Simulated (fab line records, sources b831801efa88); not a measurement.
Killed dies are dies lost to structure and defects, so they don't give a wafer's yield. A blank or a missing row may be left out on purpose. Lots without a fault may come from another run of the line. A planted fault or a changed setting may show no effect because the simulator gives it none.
Split-lot experiment | flow gf180mcu | 5 lots, 23 wafers read, on a route of 602 steps

THE SPLIT
At GF_STI_OXIDATION_01 (stabilise 600 s, purge 300 s, target thk 10 nm), the setting temp_c was moved away from the recipe's 900 C on 20 of the 23 wafers read, by -1.1% to +2.8%. The other wafers ran this setting at the recipe's value.

The file shows no step between the split and the reading.

THE READING
STI_OXIDATION_THK, in nm, at GF_STI_THK_MEAS_02. Fault-free wafers of this fab line usually give 10.08 nm, standard deviation 0.14 nm.

wafer  | tool, chamber at the split | temp_c as run, C | against the recipe | STI_OXIDATION_THK, nm | against lot-mates on the recipe
L075.2 | furnace-01, 0              | 900              | recipe             | 9.88                  | -
L075.3 | furnace-01, 0              | 900              | recipe             | 10.04                 | -
L075.4 | furnace-01, 0              | 900              | recipe             | 9.80                  | -
L077.1 | -, -                       | 912.9            | +1.4%              | 11.45                 | no lot-mate on the recipe
L077.2 | -, -                       | 912.9            | +1.4%              | 11.41                 | no lot-mate on the recipe
L077.3 | -, -                       | 912.9            | +1.4%              | 11.42                 | no lot-mate on the recipe
L077.4 | -, -                       | 912.9            | +1.4%              | 11.41                 | no lot-mate on the recipe
L077.6 | -, -                       | 912.9            | +1.4%              | 11.51                 | no lot-mate on the recipe
L080.2 | -, -                       | 890.3            | -1.1%              | 8.93                  | no lot-mate on the recipe
L080.3 | -, -                       | 890.3            | -1.1%              | 8.84                  | no lot-mate on the recipe
L080.4 | -, -                       | 890.3            | -1.1%              | 9.26                  | no lot-mate on the recipe
L080.5 | -, -                       | 890.3            | -1.1%              | 9.11                  | no lot-mate on the recipe
L080.6 | -, -                       | 890.3            | -1.1%              | 9.13                  | no lot-mate on the recipe
L081.1 | -, -                       | 924.2            | +2.7%              | 13.15                 | no lot-mate on the recipe
L081.2 | -, -                       | 924.2            | +2.7%              | 13.27                 | no lot-mate on the recipe
L081.3 | -, -                       | 924.2            | +2.7%              | 13.23                 | no lot-mate on the recipe
L081.5 | -, -                       | 924.2            | +2.7%              | 13.25                 | no lot-mate on the recipe
L081.6 | -, -                       | 924.2            | +2.7%              | 13.16                 | no lot-mate on the recipe
L082.2 | -, -                       | 925.3            | +2.8%              | 13.04                 | no lot-mate on the recipe
L082.3 | -, -                       | 925.3            | +2.8%              | 13.00                 | no lot-mate on the recipe
L082.4 | -, -                       | 925.3            | +2.8%              | 13.08                 | no lot-mate on the recipe
L082.5 | -, -                       | 925.3            | +2.8%              | 12.91                 | no lot-mate on the recipe
L082.6 | -, -                       | 925.3            | +2.8%              | 13.00                 | no lot-mate on the recipe

THE FIT
A straight line over all 23 wafers: STI_OXIDATION_THK changes by +1.07 nm for each +1% of temp_c; r = +0.99; the points scatter about the line by 0.2 nm.
Too few moved wafers have a lot-mate on the recipe to fit a line with each lot's own level taken away.

THE WHOLE CHAIN: every reading that the file lists as answering this split, in the file's order
step                | what it does                                   | reading                                                                          | change (the file's fit)              | r (the file's)
GF_STI_OXIDATION_01 | stabilise 600 s, purge 300 s, target thk 10 nm | SiO2_of_STI_OXIDATION_01.thk_nm (the simulator's own value, which no gauge read) | +1.07 nm for each +1% of the setting | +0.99
GF_STI_THK_MEAS_02  |                                                | STI_OXIDATION_THK                                                                | +1.07 for each +1% of the setting    | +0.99

THE FILE'S OWN FIT
STI_OXIDATION_THK changes by +1.07 nm for each +1% of temp_c, r = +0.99.
